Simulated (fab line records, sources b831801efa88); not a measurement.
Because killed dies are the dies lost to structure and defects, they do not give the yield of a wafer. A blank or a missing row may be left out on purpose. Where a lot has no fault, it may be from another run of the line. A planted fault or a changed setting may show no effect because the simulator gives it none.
2 desks, one fault -- flow gf180mcu -- numbers are kept per desk, each desk with only its own; the story behind them comes last

== THE METROLOGY DESK ==
What the gauges read, lot by lot, whatever tool the lot ran on: means of the sampled wafers that have a number. Marked OUT: a lot whose mean sits more than 4 standard deviations from the usual mean, which makes it out of limits; the brackets give that distance.
Columns: A = cd_nm at GF_V1_CD_MEAS_14, usual 259.7 nm
lot,first seen here,A
L275,day 18 04:56,257.7
L276,day 18 22:26,261.5
L277,day 18 23:08,260.6
L280,day 20 05:32,260.6
L288,day 22 22:22,257.7
L291,day 23 15:34,260.5
L292,day 23 23:08,258.4
L294,day 24 16:07,260.0
L295,day 25 00:31,261.0
L296,day 25 07:28,260.2
L297,day 25 15:13,259.5
L298,day 26 03:16,260.9
This desk's finding: nothing out of limits on any of the 12 lots.

== AT THE TOOL OWNER'S DESK: iline_stepper-01 ==
The tool's own readings at GF_VT_IMPLANT_EXPOSE_04 (exposes mask LVPWELL LV AREA, target cd 600 nm): means of the sampled wafers that have a number, for each lot that ran on this tool. Marked OUT: a lot whose mean sits more than 4 standard deviations from the usual mean, which makes it out of limits; the brackets give that distance.
Columns: A = exposure_dose_mJ_cm2 at GF_VT_IMPLANT_EXPOSE_04, usual 140.03; B = focus_offset_nm at GF_VT_IMPLANT_EXPOSE_04, usual 0.0 nm
lot,first seen here,A,B
L275,day 5 10:11,139.91,0.4
L292,day 9 12:58,140.02,0.6
L295,day 10 07:45,140.13,-0.2
L297,day 10 18:38,140.14,-0.1
This desk's finding: nothing out of limits on any of the 4 lots.

== PUT TOGETHER ==
At the metrology desk, nothing out of limits was observed.
The desk of the tool owner found nothing out of limits.

== WHAT THE SIMULATOR HAD PUT IN ==
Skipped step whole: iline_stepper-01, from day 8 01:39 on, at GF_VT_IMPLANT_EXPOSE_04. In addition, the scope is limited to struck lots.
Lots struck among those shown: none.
